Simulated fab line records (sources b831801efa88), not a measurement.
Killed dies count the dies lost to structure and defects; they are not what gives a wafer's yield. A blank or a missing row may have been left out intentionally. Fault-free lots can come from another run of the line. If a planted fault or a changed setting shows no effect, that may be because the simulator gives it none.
Matching of chambers    flow sky130    4 sister chambers for SKY_VIA1_ETCH_15 on rie diel-03
The step etches SiO2 in C4F8/O2/Ar, stops on TiN, target depth 351 nm, time 54 s. 22 wafers are shown with their chamber, then 10 later ones without.

EACH WAFER AND ITS CHAMBER
wafer   chamber  oes product au (a.u.)
L074.1  0        0.976
L074.2  2        0.976
L074.3  1        0.977
L075.2  0        0.981
L075.3  1        0.984
L075.6  2        0.984
L077.1  1        0.992
L077.4  1        0.991
L077.5  0        0.986
L079.3  1        0.980
L079.4  1        0.980
L079.5  2        0.981
L082.2  2        0.987
L082.4  1        0.983
L082.5  2        0.986
L084.1  3        0.979
L084.2  0        0.982
L084.3  2        0.978
L084.4  1        0.979
L084.5  3        0.983
L084.6  2        0.979
L091.1  3        0.984

SIGNATURES (means of the wafers above)
reading         chamber 0  chamber 1  chamber 2  chamber 3  scatter within a chamber
oes product au  0.98125    0.98325    0.98157    0.98200    0.00463
Rule: for each reading, subtract the chamber's mean from the wafer's reading, divide by that reading's scatter and square the result; add these up over the readings and take the root, which gives the wafer's distance from the chamber. The wafer belongs to the nearest chamber; if the next one is less than 2 further off, it can't be placed. The scatter: take each reading less its chamber's mean, square it, sum over the shown wafers, divide by the number of wafers less the number of chambers, and take the root.

WAFERS WITH NO CHAMBER GIVEN
wafer   oes product au (a.u.)
L091.2  0.974
L091.3  0.978
L091.4  0.982
L091.5  0.985
L091.6  0.982
L092.4  0.969
L092.6  0.982
L097.1  0.998
L097.2  0.981
L097.4  0.981

WHICH CHAMBER EACH WENT THROUGH
wafer   from the rows above                in truth
L091.2  can't be placed: 0 or 2 or 3 or 1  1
L091.3  can't be placed: 0 or 2 or 3 or 1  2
L091.4  can't be placed: 3 or 2 or 0 or 1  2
L091.5  can't be placed: 1 or 3 or 2 or 0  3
L091.6  can't be placed: 3 or 2 or 0 or 1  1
L092.4  can't be placed: 0 or 2 or 3 or 1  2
L092.6  can't be placed: 3 or 2 or 0 or 1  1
L097.1  can't be placed: 1 or 3 or 2 or 0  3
L097.2  can't be placed: 0 or 2 or 3 or 1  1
L097.4  can't be placed: 0 or 2 or 3 or 1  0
Placed correctly: 0 of 10. These rows do not allow placing 10 (true chamber among the candidates in 10). Wrongly placed: 0.
